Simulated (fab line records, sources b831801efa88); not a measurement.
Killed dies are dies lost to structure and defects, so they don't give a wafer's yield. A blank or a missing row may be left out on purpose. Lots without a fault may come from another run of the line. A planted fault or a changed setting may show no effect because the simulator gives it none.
fab line records | flow sky130
record lots=7 wafers=19 last_day=49
route steps=708 shown SPACER@305 POLY_CUT@307 SD_P@320 PAD_OPEN@708
lots that met no fault: from a run of the same line without faults
start_h: hours from the record's first day to the start of the lot's first wafer shown | wait_h: hours since the lot's step before | " the same as in the row above | L1.1+2: a row that stands for several wafers | - no value, or no start given | * or withheld: withheld | < > ~ a bound
route shown NAME@n: a module of which the file shows steps, and the number in the route of the first | usual: mean/standard deviation of fault-free wafers | same: alike in all rows | chamber/n: place in a boat | sites: the reading at each site | _std_site: their standard deviation | _edge_site: outer sites' mean less inner sites' | radius_mm: how far each site lies from the wafer's centre | mask NAME#n: copy n | behind: the tool/chamber that last shaped the wafer | hold: why the lot was held/for how many hours/how that ended | device: the transistor (n, p or np) that didn't switch | end of line: the same wafers' tests at the end of the route | a step without rows: its recipe alone | killed: dies lost to structure and defects at the first sort, not the wafer's yield | map: a wafer's dies, x killed, . not, _ none there
set.NAME: the setting as run; set.NAME@STEP: as run at that earlier step | model.NAME: the simulator's own value behind a step, which no gauge read
lots at some steps of the route; a table a step, a row a wafer
services: from which hour (start_h, from the record's first day; less than 0 if before it) a tool's chamber was out of use, for how many hours, and why
## steps
# step SKY_SPACER_THK_MEAS_01
# recipe reads=Si3N4_of_SPACER_CVD_00
# usual SPACER_CVD_00_THK=43.1/0.42
# columns lot.wafer tool chamber start_h wait_h SPACER_CVD_00_THK[nm]
L279.1 film_metro-04 - 554.46 0.0 42.7
L279.2 " - " " 42.6
L279.4 " - " " 42.8
L280.3 film_metro-04 - 562.30 0.0 43.0
L280.5 " - " " 42.4
L280.6 " - " " 42.5
L284.1 film_metro-04 - 593.41 0.0 43.0
L284.3 " - " " 43.2
L284.4 " - " " 42.9
L283.4 film_metro-02 - 597.06 0.0 44.0
L283.5 " - " " 44.3
L283.6 " - " " 44.1
L286.2 film_metro-04 - 600.59 0.0 43.5
L286.6 " - " " 43.2
L287.2 film_metro-04 - 606.69 0.0 42.9
L287.3 " - " " 43.0
L294.4 film_metro-02 - 665.73 0.0 43.0
L294.5 " - " " 42.6
L294.6 " - " " 43.1
# step SKY_SPACER_ETCHBACK_02
# recipe chemistry=CH3F/O2 target=Si3N4 stop_on=SiO2 source_w=400 bias_w=80 pressure_mtorr=25 ch3f_flow_sccm=40 O2_flow_sccm=30 time_s=46.7 target_depth_a=450
# usual ch3f_flow_sccm=40.02/0.12 drypump_motor_current_A=5.9/0.44 oes_product_au=0.855/0.0065 throttle_valve_pct=10.562/0.0097
# columns lot.wafer tool chamber start_h wait_h ch3f_flow_sccm drypump_motor_current_A oes_product_au rf_hours_counter_h throttle_valve_pct
L279.1 rie_diel-01 1 554.52 0.1 39.98 6.6 0.850 3 10.555
L279.2 " 3 " " 39.73 5.8 0.853 5 10.573
L279.4 " 0 " " 40.05 6.0 0.845 8 10.567
L280.3 rie_diel-01 1 562.34 0.0 39.87 6.6 0.860 3 10.576
L280.5 " 3 " " 39.87 5.9 0.846 - 10.546
L280.6 " 1 " " 40.11 6.6 0.854 - 10.555
L284.1 rie_diel-02 0 593.47 0.1 40.01 6.2 0.863 32 10.556
L284.3 " 3 " " 40.04 6.2 0.857 6 10.554
L284.4 " 1 " " 39.96 5.0 0.853 5 10.555
L283.4 rie_diel-03 2 597.09 0.0 39.93 5.8 0.861 2 10.552
L283.5 " 3 " " 40.01 6.2 0.867 - 10.578
L283.6 " 2 " " 39.89 5.8 0.870 - 10.552
L286.2 rie_diel-03 2 600.64 0.0 40.06 5.8 0.857 2 10.563
L286.6 " 1 " " 40.09 6.0 0.850 - 10.557
L287.2 rie_diel-02 2 606.74 0.0 39.96 5.2 0.849 4 10.549
L287.3 " 1 " " 40.02 5.0 0.848 5 10.569
L294.4 rie_diel-01 3 665.76 0.0 40.08 5.8 0.854 7 10.561
L294.5 " 1 " " 40.08 6.6 0.852 - 10.562
L294.6 " 0 " " 39.93 6.0 0.855 - 10.570
# step SKY_POLY_CUT_DEHYDRATE_00
# recipe temp_c=200 time_s=60
# step SKY_POLY_CUT_HMDS_01
# recipe prime_time_s=60 prime_temp_c=120
# step SKY_POLY_CUT_COAT_02
# recipe resist=BARC temp_c=withheld time_s=withheld spin_rpm=3000 resist_thk_nm=60
# step SKY_POLY_CUT_COAT_03
# recipe resist=KrF-thick spin_rpm=3000 resist_thk_nm=450
# step SKY_POLY_CUT_SOFTBAKE_04
# recipe temp_c=100 time_s=90 resist=KrF-thick
# step SKY_POLY_CUT_EXPOSE_05
# recipe mask_id=NPCM na=0.8 source_shape=annular sigma_inner=0.55 sigma_outer=0.85 target_cd_nm=270 dose_mj=32
# step SKY_POLY_CUT_PEB_06
# recipe peb_temp_c=withheld peb_time_s=withheld resist=KrF-thick
# step SKY_POLY_CUT_DEVELOP_07
# recipe develop_time_s=60 resist=KrF-thick dev_temp_c=21
# step SKY_POLY_CUT_CD_MEAS_08
# recipe target_cd_nm=270
# usual cd_nm=269.6/1.4
# columns lot.wafer tool chamber start_h wait_h cd_nm
L279.1 cd_sem-02 - 584.83 - 270.8
L279.2 " - " " 270.4
L279.4 " - " " 270.5
L280.3 cd_sem-01 - 592.72 - 269.1
L280.5 " - " " 269.9
L280.6 " - " " 269.5
L284.1 cd_sem-01 - 623.23 - 268.0
L284.3 " - " " 267.5
L284.4 " - " " 268.5
L283.4 cd_sem-01 - 627.55 - 269.4
L283.5 " - " " 270.3
L283.6 " - " " 269.9
L286.2 cd_sem-01 - 630.12 - 270.2
L286.6 " - " " 269.2
L287.2 cd_sem-02 - 635.65 - 268.5
L287.3 " - " " 268.6
L294.4 cd_sem-01 - 694.21 - 270.6
L294.5 " - " " 271.1
L294.6 " - " " 270.0
# step SKY_POLY_CUT_OVL_MEAS_09
# usual POLY_CUT_OVL=-1/5.1
# columns lot.wafer tool chamber start_h wait_h POLY_CUT_OVL[nm]
L279.1 overlay-02 - 584.95 0.1 6
L279.2 " - " " -3
L279.4 " - " " 1
L280.3 overlay-01 - 592.81 0.1 -7
L280.5 " - " " -4
L280.6 " - " " -7
L284.1 overlay-01 - 623.35 0.1 -4
L284.3 " - " " -7
L284.4 " - " " -5
L283.4 overlay-02 - 627.62 0.1 -4
L283.5 " - " " -6
L283.6 " - " " -6
L286.2 overlay-01 - 630.22 0.1 -1
L286.6 " - " " -2
L287.2 overlay-01 - 635.75 0.1 -11
L287.3 " - " " 0
L294.4 overlay-02 - 694.28 0.1 0
L294.5 " - " " -1
L294.6 " - " " 0
# step SKY_POLY_CUT_ETCH_10
# recipe chemistry=N2/H2 target=BARC ion_energy_ev=200 source_w=500 bias_w=100 pressure_mtorr=30 n2_flow_sccm=100 h2_flow_sccm=200 stop_on=SiO2 time_s=45.9 target_depth_a=600
# usual drypump_motor_current_A=5.9/0.44 oes_product_au=0.855/0.0044 run_length_s=74.2/0.55 throttle_valve_pct=13.226/0.0092
# columns lot.wafer tool chamber start_h wait_h drypump_motor_current_A oes_product_au rf_hours_counter_h run_length_s throttle_valve_pct model.KrF-thick_of_POLY_CUT_COAT_03.thk_nm model.etch.depth_nm
L279.1 rie_diel-04 0 584.98 0.0 6.6 0.855 11 73.9 13.230 408.1 60.38
L279.2 " 1 " " 6.0 0.860 12 74.7 13.233 408.8 60.25
L279.4 " 3 " " 5.9 0.847 - 74.4 13.227 407 60.12
L280.3 rie_diel-04 3 592.86 0.0 5.9 0.858 - 74.3 13.223 408.7 60.37
L280.5 " 1 " " 6.0 0.857 - 75.0 13.221 409.8 60.37
L280.6 " 3 " " 5.9 0.862 - 74.5 13.228 410.3 60.21
L284.1 rie_diel-02 3 623.38 0.0 6.2 0.851 7 74.7 13.230 408 59.97
L284.3 " 2 " " 5.1 0.863 4 74.5 13.226 409 59.99
L284.4 " 1 " " 5.0 0.853 6 73.7 13.236 408.5 60.06
L283.4 rie_diel-04 0 627.64 0.0 6.6 0.988 12 61.9 13.243 417.8 57.04
L283.5 " 1 " " 6.0 0.855 - 75.0 13.223 409.8 60.3
L283.6 " 0 " " 6.6 0.859 - 73.5 13.221 410.5 60.29
L286.2 rie_diel-04 3 630.25 0.0 5.9 1.001 11 62.7 13.232 415.5 58.23
L286.6 " 0 " " 6.6 0.852 - 73.7 13.214 408.6 60.11
L287.2 rie_diel-04 2 635.78 0.0 5.6 0.996 8 61.4 13.238 416.6 57.62
L287.3 " 1 " " 6.0 0.857 14 74.7 13.237 407.7 60.3
L294.4 rie_diel-03 1 694.30 0.0 6.0 0.860 9 74.2 13.240 409 60.22
L294.5 " 2 " " 5.8 0.858 - 73.7 13.227 408.6 60.05
L294.6 " 1 " " 6.0 0.859 - 74.1 13.232 408 60.02
# step SKY_POLY_CUT_ETCH_11
# recipe target=Si3N4 chemistry=CF4/CH2F2/Ar stop_on=poly-Si source_w=600 bias_w=150 pressure_mtorr=40 cf4_flow_sccm=40 ch2f2_flow_sccm=20 Ar_flow_sccm=150 time_s=42.5 target_depth_a=600
# usual drypump_motor_current_A=5.9/0.44 mfc_ar_sccm=150.1/0.44 oes_product_au=0.829/0.0062 run_length_s=70.9/0.59 throttle_valve_pct=14.993/0.01
# columns lot.wafer tool chamber start_h wait_h drypump_motor_current_A mfc_ar_sccm oes_product_au rf_hours_counter_h run_length_s throttle_valve_pct
L279.1 rie_diel-04 0 585.03 0.0 6.6 150.5 0.824 11 70.4 15.006
L279.2 " 1 " " 6.0 150.4 0.827 13 71.0 14.983
L279.4 " 3 " " 5.9 150.0 0.826 - 71.1 14.994
L280.3 rie_diel-04 3 592.92 0.0 5.9 149.7 0.825 - 71.3 14.995
L280.5 " 1 " " 6.0 149.5 0.821 - 71.7 14.998
L280.6 " 3 " " 5.9 150.0 0.829 - 71.0 15.007
L284.1 rie_diel-02 3 623.43 0.0 6.2 149.8 0.819 7 71.3 14.976
L284.3 " 2 " " 5.2 150.3 0.827 4 71.5 14.983
L284.4 " 1 " " 5.0 150.5 0.815 6 70.3 14.995
L283.4 rie_diel-04 0 627.68 0.0 6.6 149.1 0.816 12 70.4 14.987
L283.5 " 1 " " 6.0 150.1 0.824 - 71.0 15.021
L283.6 " 0 " " 6.6 149.7 0.829 - 70.0 15.003
L286.2 rie_diel-04 3 630.30 0.0 5.9 149.3 0.824 11 71.1 15.003
L286.6 " 0 " " 6.6 150.0 0.818 - 70.3 14.989
L287.2 rie_diel-04 2 635.83 0.0 5.6 149.7 0.811 8 70.1 14.992
L287.3 " 1 " " 6.0 149.5 0.827 14 71.1 14.994
L294.4 rie_diel-03 1 694.35 0.0 6.0 150.8 0.835 9 71.1 14.996
L294.5 " 2 " " 5.8 150.0 0.825 - 69.8 14.989
L294.6 " 1 " " 6.0 150.7 0.839 - 71.1 14.988
# step SKY_POLY_CUT_STRIP_12
# recipe chemistry=O2/N2 power_w=1400 pressure_mtorr=1500 platen_temp_c=withheld o2_flow_sccm=3000 n2_flow_sccm=300 overash_fraction=0.5
# usual drypump_motor_current_A=5.90/0.22 oes_product_au=0.452/0.0043 strip_time_to_endpoint_s=5.358/0.016
# columns lot.wafer tool chamber start_h wait_h drypump_motor_current_A oes_product_au rf_hours_counter_h strip_time_to_endpoint_s
L279.1 plasma_asher-02 1 585.07 0.0 5.86 0.453 91 5.357
L279.2 " 0 " " 5.83 0.459 91 5.347
L279.4 " 0 " " 5.83 0.448 - 5.354
L280.3 plasma_asher-04 0 592.99 0.1 5.78 0.454 - 5.372
L280.5 " 0 " " 5.76 0.452 - 5.382
L280.6 " 1 " " 6.37 0.447 - 5.373
L284.1 plasma_asher-03 0 623.47 0.0 5.71 0.454 43 5.364
L284.3 " 0 " " 5.76 0.458 - 5.381
L284.4 " 1 " " 5.87 0.447 - 5.364
L283.4 plasma_asher-04 0 627.76 0.1 5.77 0.459 - 5.444
L283.5 " 1 " " 6.34 0.448 - 5.375
L283.6 " 0 " " 5.78 0.447 - 5.383
L286.2 plasma_asher-04 0 630.34 0.0 5.73 0.455 81 5.445
L286.6 " 1 " " 6.35 0.451 - 5.373
L287.2 plasma_asher-03 1 635.87 0.0 5.86 0.454 45 5.436
L287.3 " 0 " " 5.73 0.446 - 5.369
L294.4 plasma_asher-03 1 694.42 0.1 5.84 0.451 - 5.372
L294.5 " 0 " " 5.69 0.452 - 5.366
L294.6 " 1 " " 5.87 0.453 - 5.367
# step SKY_SD_P_DEHYDRATE_00
# recipe temp_c=200 time_s=60
# step SKY_PAD_OPEN_PROBE_99
# usual killed_at_M0_to_M3=43/6.8 killed_at_M4_up=3.0/1.6 killed_at_contacts=25/6 killed_at_front_end=15/4.4 killed_at_other=0.3/0.52 killed_dies=86/9.6 killed_open=47/6.7 killed_short=39/6.8
# same gross_dies=492 killed_at_back_side=0
# columns lot.wafer tool chamber start_h wait_h killed_at_M0_to_M3 killed_at_M4_up killed_at_contacts killed_at_front_end killed_at_other killed_dies killed_open killed_short
L283.4 prober-02 - 1126.96 0.2 43 3 37 31 1 115 54 45
L283.5 prober-02 - 1127.01 0.2 37 3 28 15 0 83 48 35
L283.6 prober-02 - 1127.06 0.2 43 1 32 16 0 92 59 33
L286.2 prober-02 - 1128.36 0.1 41 3 33 21 0 98 48 46
L286.6 prober-02 - 1128.56 0.2 46 1 23 10 0 80 38 42
L287.2 prober-01 - 1130.04 0.1 38 2 26 21 2 89 39 45
# killed by level:class
L283.4 POLY_CUT:area_etch=15 CONTACT:geometric_particle:open=12 VIA1:geometric_particle:open=9 VIA1:geometric_particle:short=9 LI_CONTACT:geometric_particle:open=8 CONTACT:geometric_particle:short=8 LI_CONTACT:geometric_particle:short=5 VIA2:geometric_particle:open=5
L283.5 VIA1:geometric_particle:open=9 LI_CONTACT:geometric_particle:open=8 CONTACT:geometric_particle:open=7 VIA3:geometric_particle:open=7 FIELD_ISO:geometric_particle:open=5 VIA2:geometric_particle:open=5 CONTACT:geometric_particle:short=5 METAL1:geometric_particle:short=5
L283.6 CONTACT:geometric_particle:open=14 VIA3:geometric_particle:open=9 VIA1:geometric_particle:open=9 LI_CONTACT:geometric_particle:short=8 LI_CONTACT:geometric_particle:open=7 FIELD_ISO:geometric_particle:open=5 VIA2:geometric_particle:open=5 FIELD_ISO:geometric_particle:short=4
L286.2 VIA1:geometric_particle:open=11 CONTACT:geometric_particle:open=10 LI_CONTACT:geometric_particle:open=8 POLY_GATE:geometric_particle:short=5 CONTACT:geometric_particle:short=5 METAL3:geometric_particle:short=5 LI_CONTACT:geometric_particle:short=4 LOCAL_INTERCONNECT:geometric_particle:short=4
L286.6 METAL2:geometric_particle:short=7 CONTACT:geometric_particle:open=7 VIA3:geometric_particle:open=7 METAL3:geometric_particle:short=6 VIA3:geometric_particle:short=6 LI_CONTACT:geometric_particle:short=5 VIA1:geometric_particle:open=5 VIA2:geometric_particle:open=5
L287.2 LI_CONTACT:geometric_particle:open=8 VIA1:geometric_particle:open=7 CONTACT:geometric_particle:open=6 VIA1:geometric_particle:short=6 VIA3:geometric_particle:open=5 CONTACT:geometric_particle:short=5 METAL1:geometric_particle:short=5 POLY_CUT:area_etch=5
## services
# columns tool chamber start_h hours kind
rie_diel-01 3 531.52 3.7 repair
rie_diel-04 1 539.85 5.7 repair
plasma_asher-03 - 544.33 0.4 repair
plasma_asher-03 - 552.93 14.6 pm
rie_diel-01 0 555.29 12.3 repair
rie_diel-02 2 566.14 1.9 repair
rie_diel-04 1 578.32 5.0 repair
rie_diel-04 2 583.72 14.6 repair
rie_diel-03 0 589.15 3.6 repair
rie_diel-04 0 592.23 4.2 repair
rie_diel-01 3 596.11 3.0 repair
rie_diel-03 3 597.35 - clean
rie_diel-03 3 597.35 22.1 scheduled_down
rie_diel-03 3 597.35 22.1 vent_cycle
plasma_asher-04 - 612.49 0.4 repair
rie_diel-03 0 659.65 18.1 repair
rie_diel-01 - 662.94 2.8 pm
rie_diel-01 - 672.02 1.4 repair
## key
first_sign step=SKY_POLY_CUT_ETCH_10 reading=oes_product_au direction=up sigmas=32 usual=0.855 struck=0.995
effect step=SKY_POLY_CUT_ETCH_10 reading=run_length_s direction=down sigmas=22 usual=* struck=*
effect step=SKY_POLY_CUT_STRIP_12 reading=strip_time_to_endpoint_s direction=up sigmas=5.3 usual=* struck=*
effect step=SKY_PAD_OPEN_PROBE_99 reading=killed_at_front_end direction=up sigmas=2.1 usual=15 struck=24 wafers_moved=1
model_effect step=SKY_POLY_CUT_ETCH_10 value=KrF-thick_of_POLY_CUT_COAT_03.thk_nm without=409.4 struck=416.6
met_at SKY_POLY_CUT_ETCH_10
struck_wafers L283.4,L286.2,L287.2
tester_left_out L283,L286,L287
onset_between 592.86 627.64
fault kind=process_parameter_drift tool=rie_diel-04 chamber=- onset_h=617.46 steps=SKY_POLY_CUT_ETCH_10 channel=time_s offset=* shape=step end_h=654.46 scope=struck_wafers_only acts_in=* stated=*
# tester_left_out: of these lots the tester's yield and bins aren't shown, on N5 and GAA mostly nor the transistor test; their killed dies are dies lost to structure and defects alone, not to doping, threshold or leakage, so they don't give the yield
